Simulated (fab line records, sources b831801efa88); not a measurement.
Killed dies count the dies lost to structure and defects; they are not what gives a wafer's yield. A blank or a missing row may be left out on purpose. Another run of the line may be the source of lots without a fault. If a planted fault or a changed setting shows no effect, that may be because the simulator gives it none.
What tool caused it?    flow sky130    7 lots with 19 wafers sampled at 3 steps, on a route of 708 steps

== WHAT EACH GAUGE READ, for each wafer ==
SKY_METAL4_OVL_MEAS_14.
lot   measured      on          METAL4_OVL (nm)
L525  day 41 23:48  overlay-02  -1 -14 4
L527  day 42 19:09  overlay-02  -3 5 -3
L534  day 44 17:54  overlay-02  3 8
L537  day 45 10:25  overlay-02  11 14
L541  day 46 12:28  overlay-02  4 3 -1
L544  day 47 13:52  overlay-01  2 4 -5
L546  day 47 22:44  overlay-02  -1 -4 5

== EACH LOT AND THE TOOL THAT RAN IT (in order: tool; ch and the chambers of the sampled wafers; start) ==
lot   SKY_LI_CONTACT_STRIP_16              SKY_VIA3_ETCH_14
L525  plasmaAsher-02 ch 0,1, day 29 12:22  rieDiel-03 ch 0,2,3, day 39 21:05
L527  plasmaAsher-03 ch 0,1, day 30 09:46  rieDiel-02 ch 0,3, day 40 18:14
L534  plasmaAsher-01 ch 0,1, day 32 17:08  rieDiel-02 ch 1,2, day 42 18:48
L537  plasmaAsher-01 ch 0,1, day 33 14:49  rieDiel-02 ch 2,3, day 43 12:37
L541  plasmaAsher-03 ch 0,1, day 35 00:55  rieDiel-03 ch 0,2,3, day 44 16:38
L544  plasmaAsher-02 ch 0,1, day 36 05:11  rieDiel-04 ch 0,1,3, day 45 18:32
L546  plasmaAsher-01 ch 0,1, day 36 14:53  rieDiel-02 ch 0,3, day 46 02:02
- SKY_LI_CONTACT_STRIP_16: strips in O2/N2.
- SKY_VIA3_ETCH_14: etches BARC in N2/H2, stops on SiO2, time 45.9 s, target depth 60 nm.

== THE ANSWER, worked out from the rows above alone ==
Rule: usual is defined by the lots themselves. The widest of any qualifying gaps counts: lots, ordered by their means at a reading, are off when they make up no more than a third of the lots, leave a main group of 4 or more, and stand apart from it by 3 or more times the standard deviation of that group's means. Not used: any main group whose means are identical at the precision the tables above print for the reading. Also off: a lot with no number at a reading for which 4 or more lots have one. The other lots that the step has rows for count as sound.
None of the lots is off at any reading shown; this tells nothing.

== WHAT HAD BEEN PUT IN BY THE SIMULATOR ==
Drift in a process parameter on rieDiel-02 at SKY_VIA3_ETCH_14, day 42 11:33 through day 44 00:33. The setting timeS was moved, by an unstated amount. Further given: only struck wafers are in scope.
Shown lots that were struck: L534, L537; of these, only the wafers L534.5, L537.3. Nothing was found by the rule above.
